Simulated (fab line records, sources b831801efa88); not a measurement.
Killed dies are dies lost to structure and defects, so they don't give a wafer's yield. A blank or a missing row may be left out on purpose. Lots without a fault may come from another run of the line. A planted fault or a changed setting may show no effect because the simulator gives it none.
Which tool did it? | flow gf180mcu | 6 lots, 18 wafers sampled, at 2 steps of a route of 602

WHAT THE GAUGES READ, wafer by wafer
GF_NWELL_TW_MEAS_11.
lot  | measured    | on            | NWELL_TW
L706 | day 3 20:00 | film_metro-04 | 1551 1545 1549
L708 | day 4 06:29 | film_metro-02 | 1713 1702 1717
L715 | day 5 19:57 | film_metro-03 | 1571 1576 1582
L721 | day 7 05:40 | film_metro-04 | 1562 1551 1559
L723 | day 7 15:44 | film_metro-02 | 1609 1611 1611
L727 | day 8 15:33 | film_metro-02 | 1589 1594 1600

WHICH TOOL RAN EACH LOT (tool, then ch and the chambers of the sampled wafers, then the start)
lot  | GF_NWELL_IMPLANT_08
L706 | implanter-02 ch 0, day 3 19:36
L708 | implanter-02 ch 0, day 4 06:07
L715 | implanter-03 ch 0, day 5 19:33
L721 | implanter-01 ch 0, day 7 05:17
L723 | implanter-01 ch 0, day 7 15:20
L727 | implanter-01 ch 0, day 8 15:10
- GF_NWELL_IMPLANT_08

THE ANSWER, worked out from the rows above alone
Rule: what is usual is taken from the lots themselves. Put in order of their means at a reading, lots are off if they are a third of the lots or fewer, leave a main group of 4 or more, and stand apart from it by a gap of 3 or more times the standard deviation of the main group's means; of several such gaps the widest counts. A main group whose means are all the same, to the digits that the tables above print for the reading, isn't used. A lot without any number at a reading at which 4 lots or more have one is off too. The other lots that the step has rows for count as sound.
Off: L708, at GF_NWELL_TW_MEAS_11 (NWELL_TW). The main group: mean 1577, standard deviation 23.
A tool fits if, at a process step before that reading, it ran every lot that is off, and no sound lot after the first of them. The gauges at GF_NWELL_TW_MEAS_11 are tried like those tools. One fits: implanter-02 at GF_NWELL_IMPLANT_08. Its last sound lot is L706 (day 3 19:36), its first lot that is off L708 (day 4 06:07): a fault that began between those two fits.

WHAT THE SIMULATOR HAD PUT IN
Process parameter drift: implanter-02, from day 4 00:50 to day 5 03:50, at GF_NWELL_IMPLANT_08. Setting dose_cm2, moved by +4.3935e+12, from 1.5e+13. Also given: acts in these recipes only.
Lots struck among those shown: L708. The rule above found the same.
